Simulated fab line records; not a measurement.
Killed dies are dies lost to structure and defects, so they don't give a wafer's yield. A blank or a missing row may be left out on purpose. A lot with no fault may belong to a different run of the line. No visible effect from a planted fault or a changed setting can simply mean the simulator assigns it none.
The same fault as seen by 2 desks / flow sky130 / what lay behind the numbers comes last; until then each desk has only its own

AT THE TOOL OWNER'S DESK: rieDiel-03
The tool's own readings at SKY_SPACER_ETCHBACK_02 (etches Si3N4 in CH3F/O2, stops on SiO2, time 46.7 s, target depth 45 nm): means of the sampled wafers that have a number, for each lot that ran on this tool. A lot is out of limits, marked OUT, if its mean lies more than 4 standard deviations from the usual mean; the brackets give that distance.
Columns: A = drypumpMotorCurrentA at SKY_SPACER_ETCHBACK_02, usual 5.66 A; B = oesProductAu at SKY_SPACER_ETCHBACK_02, usual 0.857 a.u.; C = throttleValvePct at SKY_SPACER_ETCHBACK_02, usual 10.563 %
lot=L850; first seen here=day 24 17:18; A=5.49; B=0.856; C=10.564
lot=L865; first seen here=day 30 09:46; A=5.74; B=0.863; C=10.564
This desk's finding: nothing out of limits on any of the 2 lots.

FROM THE METROLOGY DESK
What the gauges read for every lot (on any tool): the sampled wafers with a number, averaged. A lot is out of limits, marked OUT, if its mean lies more than 4 standard deviations from the usual mean; the brackets give that distance. Readings shown: 7 of its 8, picked as those furthest out on some lot.
Columns: A = LDD_LDN_OVL at SKY_LDD_LDN_OVL_MEAS_07, usual -0.5 nm; B = LDD_LDN_TW at SKY_LDD_LDN_TW_MEAS_13, usual 1480; C = SPACER_CVD_00_THK at SKY_SPACER_THK_MEAS_01, usual 43.4 nm; D = cdNm at SKY_POLY_CUT_CD_MEAS_08, usual 270.0 nm; E = cdNm at SKY_SD_P_CD_MEAS_07, usual 380.5 nm; F = SD_P_OVL at SKY_SD_P_OVL_MEAS_08, usual 0.2 nm; G = SD_P_TW at SKY_SD_P_TW_MEAS_11, usual 2814
lot=L846; first seen here=day 23 08:13; A=-1.8; B=1504; C=43.4; D=268.3; E=377.1; F=-1.4; G=2816
lot=L850; first seen here=day 24 15:11; A=0.3; B=1472; C=43.3; D=271.8; E=377.2; F=0.8; G=2787
lot=L853; first seen here=day 25 20:59; A=0.9; B=1467; C=42.7; D=269.0; E=379.3; F=-0.3; G=2804
lot=L854; first seen here=day 26 09:16; A=0.6; B=1499; C=42.9; D=271.4; E=384.3; F=-0.5; G=2771
lot=L865; first seen here=day 30 07:11; A=-0.7; B=1497; C=43.6; D=269.0; E=381.8; F=0.9; G=2834
This desk's finding: nothing out of limits on any of the 5 lots.

TAKEN TOGETHER
Nothing out of limits was seen by the tool owner's desk.
At the metrology desk, nothing out of limits was observed.

WHAT WAS PUT IN BY THE SIMULATOR
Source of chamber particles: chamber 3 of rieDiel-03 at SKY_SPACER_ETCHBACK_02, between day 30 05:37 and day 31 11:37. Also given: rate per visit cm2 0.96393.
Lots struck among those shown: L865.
